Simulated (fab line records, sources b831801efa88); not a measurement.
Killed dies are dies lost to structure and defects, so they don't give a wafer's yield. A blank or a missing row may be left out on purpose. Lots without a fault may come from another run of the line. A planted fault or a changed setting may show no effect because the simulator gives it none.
Chamber matching | flow sky130 | SKY_VIA2_ETCH_14 on rie_diel-04: 4 sister chambers
The step etches BARC in N2/H2, stops on SiO2, time 45.9 s, target depth 60 nm. 8 wafers are shown with their chamber, then 10 later ones without.

WAFERS WITH THEIR CHAMBER
wafer  | chamber | drypump_motor_current_A (A) | h2_flow_sccm (sccm)
L074.5 | 1       | 5.4                         | 199.8
L075.5 | 3       | 5.9                         | 201.3
L081.5 | 3       | 6.0                         | 200.2
L083.5 | 1       | 5.4                         | 199.8
L085.5 | 0       | 5.7                         | 199.8
L085.6 | 2       | 6.3                         | 200.2
L090.3 | 2       | 6.3                         | 199.8
L090.5 | 0       | 5.8                         | 198.8

WAFERS WITHOUT THEIR CHAMBER
wafer  | drypump_motor_current_A (A) | h2_flow_sccm (sccm)
L090.6 | 6.0                         | 200.0
L091.3 | 5.8                         | 200.1
L091.4 | 5.4                         | 200.1
L091.6 | 6.0                         | 200.0
L094.1 | 6.3                         | 200.0
L094.3 | 5.8                         | 198.8
L094.4 | 5.9                         | 199.6
L095.1 | 6.0                         | 200.3
L095.3 | 6.3                         | 200.1
L095.5 | 6.3                         | 198.9

WHICH CHAMBER EACH WENT THROUGH
wafer  | from the rows above     | in truth
L090.6 | 3                       | 3
L091.3 | can't be placed: 0 or 3 | 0
L091.4 | 1                       | 1
L091.6 | 3                       | 3
L094.1 | 2                       | 2
L094.3 | 0                       | 0
L094.4 | can't be placed: 3 or 0 | 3
L095.1 | 3                       | 3
L095.3 | 2                       | 2
L095.5 | 2                       | 2
Placed correctly: 8 of 10. Can't be placed from these rows: 2 (the true chamber is among the candidates in 2). Placed wrongly: 0.
How it was worked out, from the rows above alone: a wafer's distance from a chamber is the root of the sum, over the readings, of the square of ((its reading less the chamber's mean) divided by the reading's scatter). The wafer belongs to the nearest chamber; if the next one is less than 2 further off, it can't be placed. A chamber's mean is the mean of its shown wafers. The scatter: the root of (the sum of the squares of (reading less its chamber's mean) over the shown wafers, divided by (wafers less chambers)).
